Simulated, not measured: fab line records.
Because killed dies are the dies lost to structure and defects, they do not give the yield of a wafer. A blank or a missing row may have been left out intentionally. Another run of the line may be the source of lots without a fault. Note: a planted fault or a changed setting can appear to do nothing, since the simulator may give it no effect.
Chamber matching ; flow gf180mcu ; GF_V5_CMP_26 on cmp-01: 4 sister chambers
The step polishes, stops on SiO2, t overpolish 15 s, target thk 0 nm. 16 wafers are shown with their chamber, then 8 later ones without.

## WAFERS PAIRED WITH THEIR CHAMBERS
wafer;chamber;motor-current-A (A);time-to-endpoint-s (s);edge-zone-pressure-frac
L753.3;3;14.6;84;1.003
L753.4;1;10.7;91;1.002
L753.5;2;9.4;87;1.000
L754.1;3;15.1;79;1.001
L754.2;2;8.8;77;0.998
L754.4;1;11.1;82;1.001
L758.1;1;10.4;89;1.001
L758.3;3;14.8;87;1.002
L758.5;0;10.3;96;0.996
L759.1;3;14.2;88;1.005
L759.3;2;9.3;84;0.991
L759.5;2;9.1;84;1.000
L763.1;0;10.2;94;0.995
L763.2;3;14.9;84;1.001
L763.6;2;9.4;82;1.000
L765.2;3;15.1;80;0.999

SIGNATURES (averages over the wafers above)
reading;chamber 0;chamber 1;chamber 2;chamber 3;scatter within a chamber
motor-current-A;10.250;10.733;9.200;14.783;0.303
time-to-endpoint-s;95.00;87.33;82.80;83.67;3.73
edge-zone-pressure-frac;0.99550;1.00133;0.99780;1.00183;0.00263
Rule: a wafer lies at a distance from a chamber equal to the root of the sum of squares, over the readings, of (its reading less the chamber's mean, divided by the reading's scatter). The wafer belongs to the nearest chamber; if the next one is less than 2 further off, it can't be placed. The scatter: the root of (the sum of the squares of (reading less its chamber's mean) over the shown wafers, divided by (wafers less chambers)).

## WAFERS WITH NO CHAMBER GIVEN
wafer;motor-current-A (A);time-to-endpoint-s (s);edge-zone-pressure-frac
L765.4;10.5;81;1.007
L765.5;10.5;86;1.003
L770.2;10.8;86;0.998
L770.3;9.3;78;0.990
L770.4;10.8;81;1.002
L774.1;14.6;83;0.999
L774.4;10.1;87;1.000
L774.6;10.8;87;0.999

## CHAMBER TAKEN BY EACH
wafer;from the rows above;in truth
L765.4;1;1
L765.5;1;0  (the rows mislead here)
L770.2;can't be placed: 1 or 0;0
L770.3;2;2
L770.4;1;1
L774.1;3;3
L774.4;can't be placed: 1 or 0 or 2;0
L774.6;1;1
Correctly placed: 5 of 8. From these rows, 2 cannot be placed; in 2 the true chamber is one of the candidates. Number placed wrongly: 1.
